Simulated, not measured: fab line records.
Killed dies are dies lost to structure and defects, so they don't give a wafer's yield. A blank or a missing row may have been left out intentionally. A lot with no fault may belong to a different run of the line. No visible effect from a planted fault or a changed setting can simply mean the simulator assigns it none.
Chamber matching	flow sky130	SKY_CONTACT_CMP_27 on cmp-01: 4 sister chambers
The step polishes, stops on SiO2, t overpolish 15 s, target thk 0 nm. 4 wafers are shown with their chamber, then 12 later ones without.

== WAFERS WITH THEIR CHAMBER ==
wafer	chamber	motorCurrentA (A)
L091.2	2	12.1
L092.1	3	12.3
L092.3	0	11.2
L092.4	1	11.6

== WAFERS WHOSE CHAMBER IS MISSING ==
wafer	motorCurrentA (A)
L094.2	11.1
L094.4	12.1
L094.6	11.9
L093.4	11.5
L093.5	11.4
L093.6	11.1
L095.3	12.2
L095.4	11.6
L095.5	11.0
L097.3	11.7
L097.4	11.0
L097.5	11.5

== WHICH CHAMBER EACH ONE RAN IN ==
wafer	from the rows above	in truth
L094.2	0	0
L094.4	can't be placed: 2 or 3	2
L094.6	can't be placed: 2 or 1 or 3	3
L093.4	can't be placed: 1 or 0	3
L093.5	can't be placed: 1 or 0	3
L093.6	0	0
L095.3	can't be placed: 2 or 3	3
L095.4	1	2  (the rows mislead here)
L095.5	0	0
L097.3	1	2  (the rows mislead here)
L097.4	0	0
L097.5	can't be placed: 1 or 0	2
Correct placement for 4 of the 12. From these rows, 6 cannot be placed; in 3 the true chamber is one of the candidates. Number placed wrongly: 2.
How it was worked out, from the rows above alone: a wafer's distance from a chamber is the root of the sum, over the readings, of the square of ((its reading less the chamber's mean) divided by the reading's scatter). The wafer belongs to the nearest chamber; if the next one is less than 2 further off, it can't be placed. The mean given for a chamber averages the wafers shown for that chamber. The scatter (one wafer shown for each chamber): square how far every hidden wafer sits from the nearest shown wafer, average those squares and take the square root.
